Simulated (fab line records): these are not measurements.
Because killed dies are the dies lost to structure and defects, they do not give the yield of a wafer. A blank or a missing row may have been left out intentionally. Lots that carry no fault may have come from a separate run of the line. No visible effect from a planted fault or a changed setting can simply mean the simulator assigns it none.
2 desks looking at one fault ; flow sky130 ; every desk sees just its own numbers, and what lay behind them comes last

## AT THE METROLOGY DESK
What the gauges read for every lot (on any tool): the sampled wafers with a number, averaged. A lot is out of limits, marked OUT, if its mean lies more than 4 standard deviations from the usual mean; the brackets give that distance.
Columns: A = VT_ADJUST_HVTP_TW at SKY_VT_ADJUST_HVTP_TW_MEAS_11, usual 1359; B = VT_ADJUST_LVTN_OVL at SKY_VT_ADJUST_LVTN_OVL_MEAS_07, usual 0.5 nm; C = VT_ADJUST_NCORE_TW at SKY_VT_ADJUST_NCORE_TW_MEAS_11, usual 219.0
lot;first seen here;A;B;C
L198;day 6 00:00;1363;-1.2;220.1
L199;day 6 06:19;1345;1.8;218.1
L200;day 6 09:55;1366;-0.2;216.7
L201;day 6 18:30;1366;-0.1;215.9
L206;day 8 16:43;1366;-0.2;116.4 (-54) OUT
L208;day 8 18:49;1363;2.1;118.6 (-53) OUT
L212;day 9 23:55;1371;3.3;218.4
L214;day 10 07:49;1349;-0.6;220.5
L216;day 10 17:46;1366;1.7;220.8
L217;day 11 01:37;1347;1.6;219.2
L220;day 11 23:24;1345;1.2;220.4
L221;day 12 00:53;1354;-0.3;219.4
Finding of this desk: L206, L208 out of limits, first seen on L206 at day 11 10:26 (VT_ADJUST_NCORE_TW at SKY_VT_ADJUST_NCORE_TW_MEAS_11). Within limits: L198, L199, L200, L201, L212, L214, L216, L217, L220, L221.

## THE TOOL OWNER'S DESK: implanter-04
The tool's own readings at SKY_VT_ADJUST_NCORE_IMPLANT_09, given as means over the sampled wafers that have a number, one for each lot that went through this tool. A lot is out of limits, marked OUT, if its mean lies more than 4 standard deviations from the usual mean; the brackets give that distance.
Columns: A = beamEnergyKeV at SKY_VT_ADJUST_NCORE_IMPLANT_09, usual 10.000; B = doseIonsCm2 at SKY_VT_ADJUST_NCORE_IMPLANT_09, usual 2.3995e+12; C = faradayCurrentUA at SKY_VT_ADJUST_NCORE_IMPLANT_09, usual 13.53
lot;first seen here;A;B;C
L198;day 8 09:21;9.999;2.4007e+12;13.61
L200;day 8 21:47;9.999;2.3984e+12;13.44
L201;day 9 05:27;10.000;2.3999e+12;13.45
L206;day 11 10:13;9.998;2.3927e+11 (-99 or more) OUT;1.33 (-47) OUT
L208;day 11 13:11;9.999;2.4220e+11 (-99 or more) OUT;1.40 (-47) OUT
L221;day 15 05:13;10.004;2.3991e+12;13.56
This desk's verdict: out of limits on L206, L208, starting with L206 at day 11 10:13 (doseIonsCm2 at SKY_VT_ADJUST_NCORE_IMPLANT_09). Within limits: L198, L200, L201, L221.

## ALL TOGETHER
The tool owner's desk had the chance to raise an alarm at day 11 10:13 on L206, L208.
The metrology desk could have raised an alarm at day 11 10:26, on L206, L208.
On implanter-04, each named lot ran SKY_VT_ADJUST_NCORE_IMPLANT_09.

## WHAT THE SIMULATOR HAD INSERTED
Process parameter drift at SKY_VT_ADJUST_NCORE_IMPLANT_09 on implanter-04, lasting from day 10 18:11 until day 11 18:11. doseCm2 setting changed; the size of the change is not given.
Lots struck among those shown: L206, L208.
Hours from the fault's start to each desk's first reading out of limits: the tool owner's desk, 16; the metrology desk, 16.
